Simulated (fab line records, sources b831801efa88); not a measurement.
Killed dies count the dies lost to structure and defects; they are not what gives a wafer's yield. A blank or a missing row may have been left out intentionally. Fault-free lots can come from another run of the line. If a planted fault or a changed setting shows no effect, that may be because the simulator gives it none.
fab line records	flow sky130
record lots=5	wafers=15	last_day=50
route steps=708 shown POLY_CUT@313 SD_P@320 RES_XHIGH@332 SD_N@342
lots that met no fault: taken from a fault-free run of the same line
start_h: hours from the record's first day to the start of the lot's first wafer shown	wait_h: hours from the lot's prior step to this one	" as in the row above	L1.1+2: several wafers, shown together as one row	- either no value or no given start	* or withheld: withheld	< > ~ a bound
route shown NAME@n: a module of which the file shows steps, and the number in the route of the first	usual: mean/standard deviation taken from wafers without a fault	same: alike in all rows	chamber/n: place in a boat	sites: per-site readings	_std_site: standard deviation of those values	_edge_site: mean of outer sites minus mean of inner sites	radius_mm: how far each site lies from the wafer's centre	mask NAME#n: copy n	behind: the tool/chamber that last shaped the wafer	hold: the reason the lot was held/the length of the hold in hours/how it ended	device: names the non-switching transistor (n, p or np)	end of line: tests of these same wafers at the route's end	step lacking rows: just its recipe	killed: dies lost to structure and defects at the first sort, not the wafer's yield	map: a wafer's dies, x killed, . not, _ none there
set.NAME: the setting the step ran with; set.NAME@STEP: the setting that earlier step ran with	model.NAME: the simulator's own value behind a step, which no gauge read
lots seen at some steps along the route; tables by step, rows by wafer
services: from which hour (start_h, from the record's first day; less than 0 if before it) a tool's chamber was out of use, for how many hours, and why
## steps
# step SKY_POLY_CUT_PEB_06
# recipe peb_temp_c=withheld	peb_time_s=withheld	resist=KrF-thick
# usual chill_plate_temp_C=*
lot.wafer	tool	chamber	start_h	wait_h	chill_plate_temp_C
L077.1	litho_track-03	0	-	-	*
L077.2	"	0	"	"	*
L077.3	"	0	"	"	*
L084.1	litho_track-01	0	-	-	*
L084.5	"	0	"	"	*
L084.6	"	0	"	"	*
L093.2	litho_track-01	0	-	-	*
L093.4	"	0	"	"	*
L093.5	"	0	"	"	*
L094.1	litho_track-04	0	-	-	*
L094.2	"	0	"	"	*
L094.3	"	0	"	"	*
L097.2	litho_track-01	0	-	-	*
L097.3	"	0	"	"	*
L097.6	"	0	"	"	*
# step SKY_POLY_CUT_DEVELOP_07
# recipe develop_time_s=60	resist=KrF-thick	dev_temp_c=21
# usual chill_plate_temp_C=23.00/0.11
lot.wafer	tool	chamber	start_h	wait_h	chill_plate_temp_C
L077.1	litho_track-03	0	-	-	22.92
L077.2	"	0	"	"	22.95
L077.3	"	0	"	"	23.09
L084.1	litho_track-01	0	-	-	23.10
L084.5	"	0	"	"	23.03
L084.6	"	0	"	"	23.16
L093.2	litho_track-01	0	-	-	23.01
L093.4	"	0	"	"	23.08
L093.5	"	0	"	"	23.01
L094.1	litho_track-04	0	-	-	22.94
L094.2	"	0	"	"	23.07
L094.3	"	0	"	"	23.07
L097.2	litho_track-01	0	-	-	23.08
L097.3	"	0	"	"	23.05
L097.6	"	0	"	"	23.06
# step SKY_POLY_CUT_CD_MEAS_08
# recipe target_cd_nm=270
# usual cd_nm=269.8/1.3
lot.wafer	tool	chamber	start_h	wait_h	cd_nm
L077.1	cd_sem-01	-	597.88	-	270.3
L077.2	"	-	"	"	269.6
L077.3	"	-	"	"	271.4
L084.1	cd_sem-01	-	673.43	-	270.5
L084.5	"	-	"	"	269.9
L084.6	"	-	"	"	271.1
L093.2	cd_sem-01	-	720.87	-	270.7
L093.4	"	-	"	"	271.0
L093.5	"	-	"	"	270.2
L094.1	cd_sem-01	-	728.36	-	268.8
L094.2	"	-	"	"	268.7
L094.3	"	-	"	"	268.6
L097.2	cd_sem-02	-	749.90	-	267.4
L097.3	"	-	"	"	267.6
L097.6	"	-	"	"	267.6
# step SKY_POLY_CUT_OVL_MEAS_09
# usual POLY_CUT_OVL=-5/5.1
lot.wafer	tool	chamber	start_h	wait_h	POLY_CUT_OVL[nm]
L077.1	overlay-02	-	598.00	0.1	-3
L077.2	"	-	"	"	-7
L077.3	"	-	"	"	6
L084.1	overlay-01	-	673.55	0.1	-5
L084.5	"	-	"	"	-7
L084.6	"	-	"	"	-4
L093.2	overlay-01	-	720.98	0.1	-7
L093.4	"	-	"	"	-10
L093.5	"	-	"	"	-12
L094.1	overlay-02	-	728.48	0.1	-14
L094.2	"	-	"	"	-11
L094.3	"	-	"	"	-5
L097.2	overlay-02	-	750.01	0.1	1
L097.3	"	-	"	"	-9
L097.6	"	-	"	"	3
# step SKY_POLY_CUT_ETCH_10
# recipe chemistry=N2/H2	target=BARC	ion_energy_ev=200	source_w=500	bias_w=100	pressure_mtorr=30	n2_flow_sccm=100	h2_flow_sccm=200	stop_on=SiO2	time_s=45.9	target_depth_a=600
# usual drypump_motor_current_A=5.7/0.61	oes_product_au=0.855/0.005	rf_fwd_power_W=494.7/2.2	throttle_valve_pct=13.225/0.0085
# same time_s=45.9
lot.wafer	tool	chamber	start_h	wait_h	drypump_motor_current_A	oes_product_au	rf_fwd_power_W	rf_hours_counter_h	throttle_valve_pct
L077.1	rie_diel-04	3	598.04	0.0	6.3	0.847	497.2	14	13.226
L077.2	"	2	"	"	5.5	0.854	490.8	18	13.235
L077.3	"	0	"	"	5.2	0.852	491.8	26	13.226
L084.1	rie_diel-01	2	673.59	0.0	6.7	0.850	496.1	4	13.215
L084.5	"	2	"	"	6.7	0.859	495.4	-	13.218
L084.6	"	0	"	"	5.6	0.851	498.4	-	13.230
L093.2	rie_diel-04	1	721.01	0.0	6.0	0.860	491.0	10	13.229
L093.4	"	3	"	"	6.3	0.853	494.0	16	13.222
L093.5	"	0	"	"	5.3	0.854	490.6	-	13.236
L094.1	rie_diel-02	1	728.52	0.0	6.0	0.864	497.7	6	13.198
L094.2	"	2	"	"	5.0	0.854	493.7	17	13.231
L094.3	"	0	"	"	6.6	0.853	494.8	7	13.217
L097.2	rie_diel-01	2	750.04	0.0	6.7	0.850	495.3	6	13.238
L097.3	"	1	"	"	4.8	0.850	494.1	1	13.228
L097.6	"	2	"	"	6.7	0.844	497.3	-	13.220
# step SKY_POLY_CUT_ETCH_11
# recipe target=Si3N4	chemistry=CF4/CH2F2/Ar	stop_on=poly-Si	source_w=600	bias_w=150	pressure_mtorr=40	cf4_flow_sccm=40	ch2f2_flow_sccm=20	Ar_flow_sccm=150	time_s=42.5	target_depth_a=600
# usual drypump_motor_current_A=5.7/0.61	oes_product_au=0.829/0.0061	rf_fwd_power_W=594/3	throttle_valve_pct=14.995/0.008
# same time_s=42.5
lot.wafer	tool	chamber	start_h	wait_h	drypump_motor_current_A	oes_product_au	rf_fwd_power_W	rf_hours_counter_h	throttle_valve_pct
L077.1	rie_diel-04	3	598.08	0.0	6.3	0.821	593	14	14.997
L077.2	"	2	"	"	5.5	0.823	585	18	14.989
L077.3	"	0	"	"	5.2	0.819	590	26	15.003
L084.1	rie_diel-01	2	673.63	0.0	6.7	0.826	596	4	14.994
L084.5	"	2	"	"	6.7	0.825	599	-	14.980
L084.6	"	0	"	"	5.6	0.824	597	-	14.985
L093.2	rie_diel-04	1	721.05	0.0	6.0	0.822	589	10	14.990
L093.4	"	3	"	"	6.3	0.827	593	16	15.002
L093.5	"	0	"	"	5.2	0.823	592	-	14.991
L094.1	rie_diel-02	1	728.56	0.0	5.9	0.816	592	6	14.995
L094.2	"	2	"	"	5.0	0.826	593	17	14.998
L094.3	"	0	"	"	6.5	0.823	594	7	15.008
L097.2	rie_diel-01	2	750.08	0.0	6.7	0.830	595	6	15.003
L097.3	"	1	"	"	4.8	0.833	593	1	14.997
L097.6	"	2	"	"	6.7	0.826	596	-	14.990
# step SKY_POLY_CUT_STRIP_12
# recipe chemistry=O2/N2	power_w=1400	pressure_mtorr=1500	platen_temp_c=withheld	o2_flow_sccm=3000	n2_flow_sccm=300	overash_fraction=0.5
# usual drypump_motor_current_A=5.6/0.36	o2_flow_sccm=2999/8.5	oes_product_au=0.453/0.005	strip_time_to_endpoint_s=5.367/0.019
lot.wafer	tool	chamber	start_h	wait_h	drypump_motor_current_A	o2_flow_sccm	oes_product_au	rf_hours_counter_h	strip_time_to_endpoint_s
L077.1	plasma_asher-04	1	598.12	0.0	5.8	2993	0.457	76	5.359
L077.2	"	0	"	"	5.4	2998	0.456	76	5.339
L077.3	"	0	"	"	5.4	2977	0.464	-	5.374
L084.1	plasma_asher-04	0	673.67	0.0	5.4	3013	0.458	84	5.314
L084.5	"	0	"	"	5.4	3011	0.454	-	5.343
L084.6	"	1	"	"	5.8	3003	0.446	-	5.313
L093.2	plasma_asher-02	0	721.09	0.0	6.3	2999	0.455	102	5.374
L093.4	"	0	"	"	6.4	2993	0.448	-	5.389
L093.5	"	0	"	"	6.3	3003	0.450	-	5.386
L094.1	plasma_asher-02	0	728.60	0.0	6.4	2995	0.447	103	5.327
L094.2	"	1	"	"	5.4	3000	0.448	103	5.345
L094.3	"	1	"	"	5.4	2986	0.454	-	5.370
L097.2	plasma_asher-04	0	750.12	0.0	5.4	3003	0.456	92	5.368
L097.3	"	1	"	"	5.8	2998	0.451	-	5.365
L097.6	"	0	"	"	5.4	2998	0.454	-	5.366
# step SKY_SD_P_DEHYDRATE_00
# recipe temp_c=200	time_s=60
# usual chill_plate_temp_C=22.99/0.093
# same time_s=60
lot.wafer	tool	chamber	start_h	wait_h	chill_plate_temp_C
L077.1	litho_track-03	0	612.48	14.3	22.89
L077.2	"	0	"	"	22.78
L077.3	"	0	"	"	22.75
L084.1	litho_track-02	0	687.06	13.4	23.16
L084.5	"	0	"	"	22.97
L084.6	"	0	"	"	23.04
L093.2	litho_track-02	0	733.89	12.8	22.98
L093.4	"	0	"	"	23.06
L093.5	"	0	"	"	22.91
L094.1	litho_track-02	0	741.76	13.1	23.01
L094.2	"	0	"	"	23.01
L094.3	"	0	"	"	23.26
L097.2	litho_track-03	0	764.01	13.9	23.00
L097.3	"	0	"	"	23.07
L097.6	"	0	"	"	22.98
# step SKY_SD_P_HMDS_01
# recipe prime_time_s=60	prime_temp_c=120
# usual chill_plate_temp_C=22.99/0.097	prime_temp_c=120.00/0.15
lot.wafer	tool	chamber	start_h	wait_h	chill_plate_temp_C	prime_temp_c
L077.1	litho_track-03	0	612.63	0.1	22.91	120.02
L077.2	"	0	"	"	22.96	120.05
L077.3	"	0	"	"	22.99	120.18
L084.1	litho_track-02	0	687.21	0.1	23.05	120.13
L084.5	"	0	"	"	22.91	119.98
L084.6	"	0	"	"	23.01	120.23
L093.2	litho_track-02	0	734.04	0.1	23.05	119.92
L093.4	"	0	"	"	22.86	120.03
L093.5	"	0	"	"	22.94	120.06
L094.1	litho_track-02	0	741.91	0.1	22.92	120.02
L094.2	"	0	"	"	22.95	120.12
L094.3	"	0	"	"	22.93	119.90
L097.2	litho_track-03	0	764.16	0.1	23.07	119.84
L097.3	"	0	"	"	23.11	119.99
L097.6	"	0	"	"	22.99	119.88
# step SKY_SD_P_COAT_02
# recipe resist=NOVOLAK	spin_rpm=3000	resist_thk_nm=1140
# usual chill_plate_temp_C=22.99/0.11
lot.wafer	tool	chamber	start_h	wait_h	chill_plate_temp_C
L077.1	litho_track-03	0	612.78	0.1	22.80
L077.2	"	0	"	"	22.97
L077.3	"	0	"	"	23.01
L084.1	litho_track-02	0	687.36	0.1	22.93
L084.5	"	0	"	"	23.07
L084.6	"	0	"	"	23.01
L093.2	litho_track-02	0	734.19	0.1	22.92
L093.4	"	0	"	"	23.08
L093.5	"	0	"	"	23.00
L094.1	litho_track-02	0	742.06	0.1	22.97
L094.2	"	0	"	"	22.91
L094.3	"	0	"	"	22.95
L097.2	litho_track-03	0	764.31	0.1	23.23
L097.3	"	0	"	"	23.21
L097.6	"	0	"	"	23.16
# step SKY_SD_P_SOFTBAKE_03
# recipe temp_c=90	time_s=60	resist=NOVOLAK
# usual chill_plate_temp_C=23.02/0.11
# same time_s=60
lot.wafer	tool	chamber	start_h	wait_h	chill_plate_temp_C
L077.1	litho_track-03	0	612.93	0.1	22.97
L077.2	"	0	"	"	22.86
L077.3	"	0	"	"	22.90
L084.1	litho_track-02	0	687.51	0.1	23.00
L084.5	"	0	"	"	22.96
L084.6	"	0	"	"	22.89
L093.2	litho_track-02	0	734.34	0.1	23.21
L093.4	"	0	"	"	23.20
L093.5	"	0	"	"	23.13
L094.1	litho_track-02	0	742.21	0.1	22.91
L094.2	"	0	"	"	22.99
L094.3	"	0	"	"	22.99
L097.2	litho_track-03	0	764.46	0.1	23.11
L097.3	"	0	"	"	22.97
L097.6	"	0	"	"	22.95
# step SKY_SD_P_EXPOSE_04
# recipe mask_id=PSDM	na=0.6	source_shape=conventional	sigma_outer=0.6	polarization=unpolarized	target_cd_nm=380	dose_mj=138
# same sigma_outer=0.6
lot.wafer	tool	chamber	start_h	wait_h	mask
L077.1+2+3	iline_stepper-02	0	-	-	PSDM#0
L084.1+5+6	iline_stepper-01	0	-	-	PSDM#0
L093.2+4+5	iline_stepper-01	0	-	-	PSDM#0
L094.1+2+3	iline_stepper-02	0	-	-	PSDM#0
L097.2+3+6	iline_stepper-02	0	-	-	PSDM#0
# step SKY_SD_P_PEB_05
# recipe temp_c=withheld	time_s=*	resist=NOVOLAK
# usual chill_plate_temp_C=*
# same time_s=*
lot.wafer	tool	chamber	start_h	wait_h	chill_plate_temp_C
L077.1	litho_track-01	0	-	-	*
L077.2	"	0	"	"	*
L077.3	"	0	"	"	*
L084.1	litho_track-02	0	-	-	*
L084.5	"	0	"	"	*
L084.6	"	0	"	"	*
L093.2	litho_track-02	0	-	-	*
L093.4	"	0	"	"	*
L093.5	"	0	"	"	*
L094.1	litho_track-02	0	-	-	*
L094.2	"	0	"	"	*
L094.3	"	0	"	"	*
L097.2	litho_track-02	0	-	-	*
L097.3	"	0	"	"	*
L097.6	"	0	"	"	*
# step SKY_SD_P_DEVELOP_06
# recipe resist=NOVOLAK	developer=TMAH	develop_time_s=60	dev_temp_c=23
# usual chill_plate_temp_C=22.97/0.11
lot.wafer	tool	chamber	start_h	wait_h	chill_plate_temp_C
L077.1	litho_track-01	0	627.08	0.1	23.06
L077.2	"	0	"	"	22.89
L077.3	"	0	"	"	23.04
L084.1	litho_track-02	0	701.31	0.1	22.85
L084.5	"	0	"	"	22.90
L084.6	"	0	"	"	22.79
L093.2	litho_track-02	0	747.19	0.1	23.11
L093.4	"	0	"	"	23.04
L093.5	"	0	"	"	23.24
L094.1	litho_track-02	0	755.86	0.1	23.07
L094.2	"	0	"	"	22.98
L094.3	"	0	"	"	22.93
L097.2	litho_track-02	0	778.24	0.1	22.92
L097.3	"	0	"	"	23.05
L097.6	"	0	"	"	22.96
# step SKY_SD_P_CD_MEAS_07
# recipe target_cd_nm=380
# usual cd_nm=380.1/2.6
lot.wafer	tool	chamber	start_h	wait_h	cd_nm
L077.1	cd_sem-01	-	627.23	0.1	375.6
L077.2	"	-	"	"	372.2
L077.3	"	-	"	"	377.5
L084.1	cd_sem-01	-	701.46	0.1	382.5
L084.5	"	-	"	"	380.4
L084.6	"	-	"	"	378.5
L093.2	cd_sem-02	-	747.33	0.1	381.4
L093.4	"	-	"	"	379.2
L093.5	"	-	"	"	380.1
L094.1	cd_sem-02	-	756.01	0.1	378.0
L094.2	"	-	"	"	382.0
L094.3	"	-	"	"	380.7
L097.2	cd_sem-02	-	778.38	0.1	382.6
L097.3	"	-	"	"	380.0
L097.6	"	-	"	"	381.6
# step SKY_SD_P_OVL_MEAS_08
# usual SD_P_OVL=-0.1/1.3
lot.wafer	tool	chamber	start_h	wait_h	SD_P_OVL[nm]
L077.1	overlay-01	-	627.35	0.1	-1.2
L077.2	"	-	"	"	-0.8
L077.3	"	-	"	"	-2.5
L084.1	overlay-02	-	701.58	0.1	0.6
L084.5	"	-	"	"	-1.4
L084.6	"	-	"	"	0.7
L093.2	overlay-02	-	747.44	0.1	1.5
L093.4	"	-	"	"	-0.9
L093.5	"	-	"	"	1.8
L094.1	overlay-01	-	756.13	0.1	-1.4
L094.2	"	-	"	"	0.4
L094.3	"	-	"	"	0.0
L097.2	overlay-02	-	778.49	0.1	-1.2
L097.3	"	-	"	"	-1.3
L097.6	"	-	"	"	-1.2
# step SKY_SD_P_IMPLANT_09
# recipe species=BF2	energy_kev=20	dose_cm2=3e+15	tilt_deg=0
# usual beam_on_s=13.6/0.97	tilt_deg=0.006/0.017
lot.wafer	tool	chamber	start_h	wait_h	beam_on_s	tilt_deg
L077.1	implanter-01	0	627.39	0.0	14.4	0.043
L077.2	"	0	"	"	14.7	0.019
L077.3	"	0	"	"	14.2	0.015
L084.1	implanter-03	0	701.62	0.0	13.8	-0.007
L084.5	"	0	"	"	13.6	0.031
L084.6	"	0	"	"	13.4	0.002
L093.2	implanter-02	0	747.50	0.0	12.8	0.002
L093.4	"	0	"	"	12.0	0.024
L093.5	"	0	"	"	12.3	0.010
L094.1	implanter-01	0	756.17	0.0	15.0	-0.006
L094.2	"	0	"	"	14.3	0.010
L094.3	"	0	"	"	14.6	0.008
L097.2	implanter-01	0	778.55	0.0	14.6	0.001
L097.3	"	0	"	"	15.4	0.031
L097.6	"	0	"	"	14.8	-0.029
# step SKY_SD_P_STRIP_10
# recipe chemistry=O2/N2	power_w=1400	pressure_mtorr=1500	platen_temp_c=withheld	o2_flow_sccm=3000	n2_flow_sccm=300	overash_fraction=0.5
# usual drypump_motor_current_A=5.44/0.18	o2_flow_sccm=2999/9.4	oes_product_au=0.617/0.0043	strip_time_to_endpoint_s=17.50/0.042
lot.wafer	tool	chamber	start_h	wait_h	drypump_motor_current_A	o2_flow_sccm	oes_product_au	rf_hours_counter_h	strip_time_to_endpoint_s
L077.1	plasma_asher-04	1	627.54	0.1	5.81	3010	0.616	79	17.53
L077.2	"	0	"	"	5.45	3001	0.612	79	17.58
L077.3	"	0	"	"	5.43	2992	0.617	-	17.56
L084.1	plasma_asher-01	0	701.77	0.1	5.38	2984	0.613	59	17.53
L084.5	"	1	"	"	5.34	2999	0.623	-	17.55
L084.6	"	0	"	"	5.35	2995	0.617	-	17.46
L093.2	plasma_asher-04	0	747.62	0.1	5.42	3007	0.618	92	17.55
L093.4	"	1	"	"	5.82	3004	0.618	-	17.55
L093.5	"	0	"	"	5.42	3003	0.619	-	17.49
L094.1	plasma_asher-01	0	756.32	0.1	5.34	3004	0.619	65	17.51
L094.2	"	1	"	"	5.29	3000	0.626	65	17.50
L094.3	"	1	"	"	5.30	2993	0.613	-	17.52
L097.2	plasma_asher-01	0	778.67	0.1	5.36	3001	0.616	67	17.43
L097.3	"	0	"	"	5.35	3013	0.610	-	17.40
L097.6	"	0	"	"	5.36	2996	0.615	-	17.47
# step SKY_SD_P_TW_MEAS_11
# usual SD_P_TW=2786/17
lot.wafer	tool	chamber	start_h	wait_h	SD_P_TW
L077.1	film_metro-02	-	627.64	0.1	2771
L077.2	"	-	"	"	2760
L077.3	"	-	"	"	2764
L084.1	film_metro-04	-	701.87	0.1	2800
L084.5	"	-	"	"	2822
L084.6	"	-	"	"	2804
L093.2	film_metro-02	-	747.73	0.1	2769
L093.4	"	-	"	"	2763
L093.5	"	-	"	"	2766
L094.1	film_metro-01	-	756.42	0.1	2780
L094.2	"	-	"	"	2779
L094.3	"	-	"	"	2775
L097.2	film_metro-02	-	778.78	0.1	2774
L097.3	"	-	"	"	2793
L097.6	"	-	"	"	2795
# step SKY_RES_XHIGH_DEHYDRATE_00
# recipe temp_c=200	time_s=60
# usual chill_plate_temp_C=22.97/0.11
# same time_s=60
lot.wafer	tool	chamber	start_h	wait_h	chill_plate_temp_C
L077.1	litho_track-01	0	642.03	14.4	23.20
L077.2	"	0	"	"	23.12
L077.3	"	0	"	"	23.22
L084.1	litho_track-02	0	714.96	13.1	22.96
L084.5	"	0	"	"	22.91
L084.6	"	0	"	"	22.88
L093.2	litho_track-01	0	761.16	13.4	22.96
L093.4	"	0	"	"	22.97
L093.5	"	0	"	"	22.94
L094.1	litho_track-01	0	769.63	13.2	22.84
L094.2	"	0	"	"	22.98
L094.3	"	0	"	"	22.94
L097.2	litho_track-04	0	791.38	12.6	22.96
L097.3	"	0	"	"	22.94
L097.6	"	0	"	"	23.05
# step SKY_RES_XHIGH_HMDS_01
# recipe prime_time_s=60	prime_temp_c=120
# usual chill_plate_temp_C=22.99/0.091	prime_temp_c=120.01/0.15
lot.wafer	tool	chamber	start_h	wait_h	chill_plate_temp_C	prime_temp_c
L077.1	litho_track-01	0	642.18	0.1	22.99	119.87
L077.2	"	0	"	"	23.12	119.83
L077.3	"	0	"	"	23.02	120.01
L084.1	litho_track-02	0	715.11	0.1	22.98	119.96
L084.5	"	0	"	"	22.86	119.94
L084.6	"	0	"	"	22.96	120.07
L093.2	litho_track-01	0	761.31	0.1	23.01	119.82
L093.4	"	0	"	"	22.93	119.90
L093.5	"	0	"	"	23.01	120.22
L094.1	litho_track-01	0	769.78	0.1	23.18	120.04
L094.2	"	0	"	"	23.12	120.21
L094.3	"	0	"	"	23.02	120.17
L097.2	litho_track-04	0	791.53	0.1	23.02	120.04
L097.3	"	0	"	"	22.98	119.93
L097.6	"	0	"	"	23.12	119.99
# step SKY_RES_XHIGH_COAT_02
# recipe resist=NOVOLAK	spin_rpm=3000	resist_thk_nm=1140
# usual chill_plate_temp_C=22.99/0.12
lot.wafer	tool	chamber	start_h	wait_h	chill_plate_temp_C
L077.1	litho_track-01	0	642.33	0.1	23.08
L077.2	"	0	"	"	22.88
L077.3	"	0	"	"	23.03
L084.1	litho_track-02	0	715.26	0.1	23.09
L084.5	"	0	"	"	23.15
L084.6	"	0	"	"	23.06
L093.2	litho_track-01	0	761.46	0.1	23.07
L093.4	"	0	"	"	23.07
L093.5	"	0	"	"	22.96
L094.1	litho_track-01	0	769.93	0.1	23.09
L094.2	"	0	"	"	23.01
L094.3	"	0	"	"	23.05
L097.2	litho_track-04	0	791.68	0.1	22.79
L097.3	"	0	"	"	22.89
L097.6	"	0	"	"	22.81
# step SKY_RES_XHIGH_SOFTBAKE_03
# recipe temp_c=90	time_s=60	resist=NOVOLAK
# usual chill_plate_temp_C=23.01/0.11
# same time_s=60
lot.wafer	tool	chamber	start_h	wait_h	chill_plate_temp_C
L077.1	litho_track-01	0	642.48	0.1	23.09
L077.2	"	0	"	"	22.83
L077.3	"	0	"	"	23.16
L084.1	litho_track-02	0	715.41	0.1	23.04
L084.5	"	0	"	"	22.65
L084.6	"	0	"	"	22.86
L093.2	litho_track-01	0	761.61	0.1	23.08
L093.4	"	0	"	"	22.95
L093.5	"	0	"	"	23.19
L094.1	litho_track-01	0	770.08	0.1	22.88
L094.2	"	0	"	"	23.10
L094.3	"	0	"	"	23.01
L097.2	litho_track-04	0	791.83	0.1	23.08
L097.3	"	0	"	"	23.09
L097.6	"	0	"	"	22.90
# step SKY_RES_XHIGH_EXPOSE_04
# recipe mask_id=URPM	na=0.6	source_shape=conventional	sigma_outer=0.6	polarization=unpolarized	target_cd_nm=1270	dose_mj=140
# same sigma_outer=0.6
lot.wafer	tool	chamber	start_h	wait_h	mask
L077.1+2+3	iline_stepper-01	0	-	-	URPM#0
L084.1+5+6	iline_stepper-02	0	-	-	URPM#0
L093.2+4+5	iline_stepper-02	0	-	-	URPM#0
L094.1+2+3	iline_stepper-02	0	-	-	URPM#0
L097.2+3+6	iline_stepper-01	0	-	-	URPM#0
# step SKY_RES_XHIGH_PEB_05
# recipe temp_c=withheld	time_s=*	resist=NOVOLAK
# usual chill_plate_temp_C=*
# same time_s=*
lot.wafer	tool	chamber	start_h	wait_h	chill_plate_temp_C
L077.1	litho_track-01	0	-	-	*
L077.2	"	0	"	"	*
L077.3	"	0	"	"	*
L084.1	litho_track-01	0	-	-	*
L084.5	"	0	"	"	*
L084.6	"	0	"	"	*
L093.2	litho_track-01	0	-	-	*
L093.4	"	0	"	"	*
L093.5	"	0	"	"	*
L094.1	litho_track-01	0	-	-	*
L094.2	"	0	"	"	*
L094.3	"	0	"	"	*
L097.2	litho_track-02	0	-	-	*
L097.3	"	0	"	"	*
L097.6	"	0	"	"	*
# step SKY_RES_XHIGH_DEVELOP_06
# recipe resist=NOVOLAK	developer=TMAH	develop_time_s=60	dev_temp_c=23
# usual chill_plate_temp_C=23.00/0.1
lot.wafer	tool	chamber	start_h	wait_h	chill_plate_temp_C
L077.1	litho_track-01	0	656.38	0.1	22.99
L077.2	"	0	"	"	23.01
L077.3	"	0	"	"	22.90
L084.1	litho_track-01	0	729.28	0.1	23.06
L084.5	"	0	"	"	23.16
L084.6	"	0	"	"	23.15
L093.2	litho_track-01	0	774.41	0.1	23.00
L093.4	"	0	"	"	22.95
L093.5	"	0	"	"	22.99
L094.1	litho_track-01	0	782.83	0.1	23.08
L094.2	"	0	"	"	22.93
L094.3	"	0	"	"	23.06
L097.2	litho_track-02	0	805.49	0.1	22.99
L097.3	"	0	"	"	23.05
L097.6	"	0	"	"	22.86
# step SKY_RES_XHIGH_IMPLANT_07
# recipe species=BF2	energy_kev=20	dose_cm2=3.6e+14	tilt_deg=0
# usual beam_on_s=34.9/2.2	tilt_deg=0.005/0.017
lot.wafer	tool	chamber	start_h	wait_h	beam_on_s	tilt_deg
L077.1	implanter-04	0	656.53	0.1	34.2	-0.003
L077.2	"	0	"	"	34.5	-0.023
L077.3	"	0	"	"	33.5	0.000
L084.1	implanter-03	0	729.43	0.1	38.1	0.020
L084.5	"	0	"	"	38.2	0.017
L084.6	"	0	"	"	38.5	0.030
L093.2	implanter-03	0	774.56	0.1	38.2	-0.012
L093.4	"	0	"	"	38.4	0.015
L093.5	"	0	"	"	39.2	0.010
L094.1	implanter-02	0	782.98	0.1	34.5	0.016
L094.2	"	0	"	"	33.7	-0.002
L094.3	"	0	"	"	35.0	0.018
L097.2	implanter-03	0	805.64	0.1	38.4	-0.011
L097.3	"	0	"	"	37.4	-0.002
L097.6	"	0	"	"	38.0	0.014
# step SKY_RES_XHIGH_STRIP_08
# recipe chemistry=O2/N2	power_w=1400	pressure_mtorr=1500	platen_temp_c=withheld	o2_flow_sccm=3000	n2_flow_sccm=300	overash_fraction=0.5
# usual drypump_motor_current_A=5.6/0.36	o2_flow_sccm=3000/8.3	oes_product_au=0.710/0.0044	strip_time_to_endpoint_s=14.28/0.049
lot.wafer	tool	chamber	start_h	wait_h	drypump_motor_current_A	o2_flow_sccm	oes_product_au	rf_hours_counter_h	strip_time_to_endpoint_s
L077.1	plasma_asher-04	1	656.68	0.1	5.8	2986	0.716	82	14.23
L077.2	"	0	"	"	5.4	3006	0.715	82	14.27
L077.3	"	0	"	"	5.4	3010	0.705	-	14.23
L084.1	plasma_asher-02	1	729.58	0.1	5.4	3005	0.714	103	14.27
L084.5	"	0	"	"	6.3	2990	0.712	-	14.26
L084.6	"	1	"	"	5.4	2998	0.709	-	14.22
L093.2	plasma_asher-01	1	774.68	0.1	5.3	3005	0.712	66	14.31
L093.4	"	1	"	"	5.3	3012	0.711	-	14.31
L093.5	"	0	"	"	5.4	3012	0.717	-	14.33
L094.1	plasma_asher-01	0	783.13	0.1	5.3	2998	0.706	67	14.37
L094.2	"	1	"	"	5.4	3009	0.708	67	14.32
L094.3	"	1	"	"	5.3	3007	0.715	-	14.34
L097.2	plasma_asher-02	0	805.76	0.1	6.4	3010	0.709	6	14.25
L097.3	"	0	"	"	6.3	3005	0.715	-	14.26
L097.6	"	0	"	"	6.3	3004	0.709	-	14.20
# step SKY_RES_XHIGH_TW_MEAS_09
# usual RES_XHIGH_TW=1612/8.5
lot.wafer	tool	chamber	start_h	wait_h	RES_XHIGH_TW
L077.1	film_metro-01	-	656.78	0.1	1620
L077.2	"	-	"	"	1623
L077.3	"	-	"	"	1619
L084.1	film_metro-02	-	729.68	0.1	1605
L084.5	"	-	"	"	1613
L084.6	"	-	"	"	1605
L093.2	film_metro-04	-	774.79	0.1	1621
L093.4	"	-	"	"	1621
L093.5	"	-	"	"	1624
L094.1	film_metro-02	-	783.23	0.1	1608
L094.2	"	-	"	"	1611
L094.3	"	-	"	"	1615
L097.2	film_metro-02	-	805.87	0.1	1604
L097.3	"	-	"	"	1616
L097.6	"	-	"	"	1613
# step SKY_SD_N_DEHYDRATE_00
# recipe temp_c=200	time_s=60
# usual chill_plate_temp_C=23.00/0.11
# same time_s=60
lot.wafer	tool	chamber	start_h	wait_h	chill_plate_temp_C
L077.1	litho_track-02	0	670.71	13.9	22.86
L077.2	"	0	"	"	22.88
L077.3	"	0	"	"	22.92
L084.1	litho_track-04	0	742.61	12.9	22.94
L084.5	"	0	"	"	22.83
L084.6	"	0	"	"	23.06
L093.2	litho_track-04	0	787.34	12.5	22.84
L093.4	"	0	"	"	23.04
L093.5	"	0	"	"	22.99
L094.1	litho_track-04	0	796.41	13.2	23.08
L094.2	"	0	"	"	22.90
L094.3	"	0	"	"	22.88
L097.2	litho_track-04	0	819.09	13.2	23.12
L097.3	"	0	"	"	22.83
L097.6	"	0	"	"	23.15
## services
tool	chamber	start_h	hours	kind
iline_stepper-01	-	584.94	1.7	pm
iline_stepper-02	-	586.52	0.7	repair
rie_diel-04	1	589.96	2.6	repair
implanter-03	-	597.21	3.1	repair
rie_diel-04	3	605.76	6.3	repair
rie_diel-04	1	613.89	9.5	repair
plasma_asher-01	-	618.65	1.5	repair
rie_diel-04	2	619.51	3.2	repair
rie_diel-01	1	620.12	10.5	repair
rie_diel-04	-	625.25	0.6	repair
rie_diel-04	-	625.60	1.3	repair
rie_diel-01	3	642.09	10.2	repair
implanter-03	-	647.11	3.8	pm
plasma_asher-01	-	665.34	1.1	repair
rie_diel-04	1	667.47	7.7	repair
iline_stepper-01	-	667.81	11.3	repair
plasma_asher-04	-	669.09	1.5	repair
rie_diel-01	-	676.23	2.8	pm
iline_stepper-02	-	679.15	1.7	pm
iline_stepper-01	-	681.64	5.1	repair
rie_diel-04	0	695.99	4.1	repair
plasma_asher-02	-	733.75	9.0	pm
iline_stepper-02	-	754.43	2.1	pm
plasma_asher-04	-	779.48	10.0	repair
## key
fault none
